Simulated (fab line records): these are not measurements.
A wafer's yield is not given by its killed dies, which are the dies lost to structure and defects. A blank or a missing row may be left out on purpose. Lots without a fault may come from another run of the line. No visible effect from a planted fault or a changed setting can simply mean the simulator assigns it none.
Which tool is to blame? / flow gf180mcu / 42 wafers from 14 lots sampled at 5 of the route's 602 steps

WHAT EACH GAUGE READ, for each wafer
GF_V1_BOW_MEAS_05.
lot=L936; measured=day 17 04:35; on=film metro-02; V1_BOW (um)=82 76 79
lot=L937; measured=day 17 13:44; on=film metro-02; V1_BOW (um)=83 80 93
lot=L938; measured=day 17 16:35; on=film metro-02; V1_BOW (um)=78 80 76
lot=L941; measured=day 19 08:19; on=film metro-01; V1_BOW (um)=66 87 75
lot=L943; measured=day 19 16:07; on=film metro-02; V1_BOW (um)=83 85 80
lot=L944; measured=day 20 08:22; on=film metro-04; V1_BOW (um)=83 90 91
lot=L946; measured=day 21 01:22; on=film metro-01; V1_BOW (um)=74 70 89
lot=L949; measured=day 21 20:52; on=film metro-01; V1_BOW (um)=62 51 49
lot=L950; measured=day 22 05:36; on=film metro-02; V1_BOW (um)=33 64 59
lot=L951; measured=day 22 17:47; on=film metro-02; V1_BOW (um)=89 84 86
lot=L953; measured=day 23 06:50; on=film metro-01; V1_BOW (um)=72 95 93
lot=L957; measured=day 24 16:21; on=film metro-01; V1_BOW (um)=72 78 93
lot=L958; measured=day 24 18:04; on=film metro-02; V1_BOW (um)=74 74 79
lot=L959; measured=day 25 05:43; on=film metro-01; V1_BOW (um)=77 91 86

GF_V1_OVL_MEAS_15.
lot=L936; measured=day 18 04:05; on=overlay-02; V1_OVL (nm)=7 11 6
lot=L937; measured=day 18 13:26; on=overlay-01; V1_OVL (nm)=2 6 2
lot=L938; measured=day 18 16:16; on=overlay-02; V1_OVL (nm)=9 4 0
lot=L941; measured=day 20 09:24; on=overlay-01; V1_OVL (nm)=-14 -16 3
lot=L943; measured=day 20 16:34; on=overlay-02; V1_OVL (nm)=-11 4 -6
lot=L944; measured=day 21 08:43; on=overlay-02; V1_OVL (nm)=10 -1 -5
lot=L946; measured=day 22 01:15; on=overlay-01; V1_OVL (nm)=0 -9 -2
lot=L949; measured=day 22 20:34; on=overlay-02; V1_OVL (nm)=5 3 -3
lot=L950; measured=day 23 04:26; on=overlay-01; V1_OVL (nm)=7 5 6
lot=L951; measured=day 23 16:22; on=overlay-02; V1_OVL (nm)=-4 -2 -2
lot=L953; measured=day 24 05:56; on=overlay-02; V1_OVL (nm)=-1 2 5
lot=L957; measured=day 25 13:16; on=overlay-01; V1_OVL (nm)=5 -10 -11
lot=L958; measured=day 25 15:25; on=overlay-01; V1_OVL (nm)=2 1 11
lot=L959; measured=day 26 02:43; on=overlay-01; V1_OVL (nm)=-3 -3 -1

GF_V2_CD_MEAS_14: the cd target is 260 nm.
lot=L936; measured=day 20 08:01; on=cd sem-02; cd nm (nm)=261.5 262.3 262.1
lot=L937; measured=day 20 16:49; on=cd sem-02; cd nm (nm)=258.3 257.8 258.9
lot=L938; measured=day 20 21:48; on=cd sem-01; cd nm (nm)=259.7 259.5 260.7
lot=L941; measured=day 22 11:59; on=cd sem-02; cd nm (nm)=260.4 260.3 260.0
lot=L943; measured=day 22 19:14; on=cd sem-02; cd nm (nm)=260.4 261.3 259.7
lot=L944; measured=day 23 10:31; on=cd sem-02; cd nm (nm)=260.7 260.3 261.4
lot=L946; measured=day 24 02:11; on=cd sem-01; cd nm (nm)=260.5 260.0 259.6
lot=L951; measured=day 25 14:56; on=cd sem-01; cd nm (nm)=260.2 260.1 260.3
lot=L953; measured=day 26 03:52; on=cd sem-01; cd nm (nm)=261.7 261.2 260.7
lot=L957; measured=day 27 09:32; on=cd sem-01; cd nm (nm)=262.8 262.3 261.7
lot=L958; measured=day 27 11:48; on=cd sem-02; cd nm (nm)=261.4 261.1 261.7
lot=L959; measured=day 27 23:05; on=cd sem-02; cd nm (nm)=261.9 261.0 260.0

WHICH TOOL RAN EACH LOT (tool, then ch and the chambers of the sampled wafers, then the start)
lot=L936; GF_V1_CVD_00=hdpcvd-02 ch 1,2, day 17 03:59; GF_M2_SPUTTER_03=pvd sputter-04, day 18 05:41
lot=L937; GF_V1_CVD_00=hdpcvd-01 ch 1,2, day 17 13:08; GF_M2_SPUTTER_03=pvd sputter-04, day 18 15:04
lot=L938; GF_V1_CVD_00=hdpcvd-01 ch 0,1,2, day 17 16:00; GF_M2_SPUTTER_03=pvd sputter-01, day 18 19:56
lot=L941; GF_V1_CVD_00=hdpcvd-02 ch 1,2, day 19 07:45; GF_M2_SPUTTER_03=pvd sputter-01, day 20 11:22
lot=L943; GF_V1_CVD_00=hdpcvd-02 ch 0,1, day 19 15:32; GF_M2_SPUTTER_03=pvd sputter-01, day 20 18:13
lot=L944; GF_V1_CVD_00=hdpcvd-01 ch 0,2, day 20 07:48; GF_M2_SPUTTER_03=pvd sputter-01, day 21 10:16
lot=L946; GF_V1_CVD_00=hdpcvd-02 ch 0,2, day 21 00:48; GF_M2_SPUTTER_03=pvd sputter-04, day 22 02:50
lot=L949; GF_V1_CVD_00=hdpcvd-02 ch 1,2, day 21 20:17; GF_M2_SPUTTER_03=-
lot=L950; GF_V1_CVD_00=hdpcvd-02 ch 0,1,2, day 22 05:01; GF_M2_SPUTTER_03=-
lot=L951; GF_V1_CVD_00=hdpcvd-02 ch 0,1,2, day 22 17:14; GF_M2_SPUTTER_03=pvd sputter-01, day 23 17:57
lot=L953; GF_V1_CVD_00=hdpcvd-01 ch 0,1,2, day 23 06:14; GF_M2_SPUTTER_03=pvd sputter-01, day 24 07:34
lot=L957; GF_V1_CVD_00=hdpcvd-01 ch 1,2, day 24 15:47; GF_M2_SPUTTER_03=pvd sputter-01, day 25 14:51
lot=L958; GF_V1_CVD_00=hdpcvd-01 ch 1,2, day 24 17:29; GF_M2_SPUTTER_03=pvd sputter-01, day 25 16:58
lot=L959; GF_V1_CVD_00=hdpcvd-01 ch 1,2, day 25 05:08; GF_M2_SPUTTER_03=pvd sputter-01, day 26 04:16
- GF_V1_CVD_00: deposits SiO2, target thk 600 nm, time 100 s.
- GF_M2_SPUTTER_03: material Ti, target thk 10 nm, time 6.7 s.

WHAT THE TOOLS THEMSELVES READ (means of the sampled wafers that have a number; where no wafer has one, the mark that the record gives instead)
GF_V1_CVD_00.
lot=L936; tool=hdpcvd-02; pressure mtorr (mTorr)=6.008; run length s (s)=128.3
lot=L937; tool=hdpcvd-01; pressure mtorr (mTorr)=5.998; run length s (s)=127.9
lot=L938; tool=hdpcvd-01; pressure mtorr (mTorr)=5.995; run length s (s)=128.0
lot=L941; tool=hdpcvd-02; pressure mtorr (mTorr)=5.994; run length s (s)=128.6
lot=L943; tool=hdpcvd-02; pressure mtorr (mTorr)=6.000; run length s (s)=128.5
lot=L944; tool=hdpcvd-01; pressure mtorr (mTorr)=6.005; run length s (s)=127.9
lot=L946; tool=hdpcvd-02; pressure mtorr (mTorr)=6.007; run length s (s)=128.4
lot=L949; tool=hdpcvd-02; pressure mtorr (mTorr)=-; run length s (s)=-
lot=L950; tool=hdpcvd-02; pressure mtorr (mTorr)=-; run length s (s)=-
lot=L951; tool=hdpcvd-02; pressure mtorr (mTorr)=5.998; run length s (s)=128.4
lot=L953; tool=hdpcvd-01; pressure mtorr (mTorr)=5.997; run length s (s)=128.1
lot=L957; tool=hdpcvd-01; pressure mtorr (mTorr)=6.017; run length s (s)=127.8
lot=L958; tool=hdpcvd-01; pressure mtorr (mTorr)=6.001; run length s (s)=127.8
lot=L959; tool=hdpcvd-01; pressure mtorr (mTorr)=5.987; run length s (s)=128.1

GF_M2_SPUTTER_03.
lot=L936; tool=pvd sputter-04; throttle valve pct (%)=30.6
lot=L937; tool=pvd sputter-04; throttle valve pct (%)=30.1
lot=L938; tool=pvd sputter-01; throttle valve pct (%)=29.3
lot=L941; tool=pvd sputter-01; throttle valve pct (%)=29.1
lot=L943; tool=pvd sputter-01; throttle valve pct (%)=30.0
lot=L944; tool=pvd sputter-01; throttle valve pct (%)=29.1
lot=L946; tool=pvd sputter-04; throttle valve pct (%)=30.5
lot=L951; tool=pvd sputter-01; throttle valve pct (%)=27.7
lot=L953; tool=pvd sputter-01; throttle valve pct (%)=27.8
lot=L957; tool=pvd sputter-01; throttle valve pct (%)=30.0
lot=L958; tool=pvd sputter-01; throttle valve pct (%)=29.8
lot=L959; tool=pvd sputter-01; throttle valve pct (%)=29.1

THE ANSWER, worked out from the rows above alone
Rule: the lots themselves supply what counts as usual. The widest of any qualifying gaps counts: lots, ordered by their means at a reading, are off when they make up no more than a third of the lots, leave a main group of 4 or more, and stand apart from it by 3 or more times the standard deviation of that group's means. A main group is skipped when, at the precision printed for the reading in the tables above, its means are all equal. A lot without any number at a reading at which 4 lots or more have one is off too. All remaining lots with rows at the step are treated as sound. Order of review: gauges by route order, followed by the tools' own readings, for which a lot's mean as printed above is used. At the first step where some lot is off, the reading lying furthest off is the one used; lots without a number count as furthest.
Off: at GF_V1_BOW_MEAS_05 (V1_BOW), L949, L950. The main group has a mean of 82 um with a standard deviation of 4.2.
If a tool, at a process step before that reading, ran all the lots that are off and no sound lot after the first of them, it fits. Not tried: the gauges at GF_V1_BOW_MEAS_05; whatever is off there is also off at GF_V1_CVD_00, on other tools, and gauge error can't account for it. Of those tried, none fits.

WHAT THE SIMULATOR HAD INSERTED
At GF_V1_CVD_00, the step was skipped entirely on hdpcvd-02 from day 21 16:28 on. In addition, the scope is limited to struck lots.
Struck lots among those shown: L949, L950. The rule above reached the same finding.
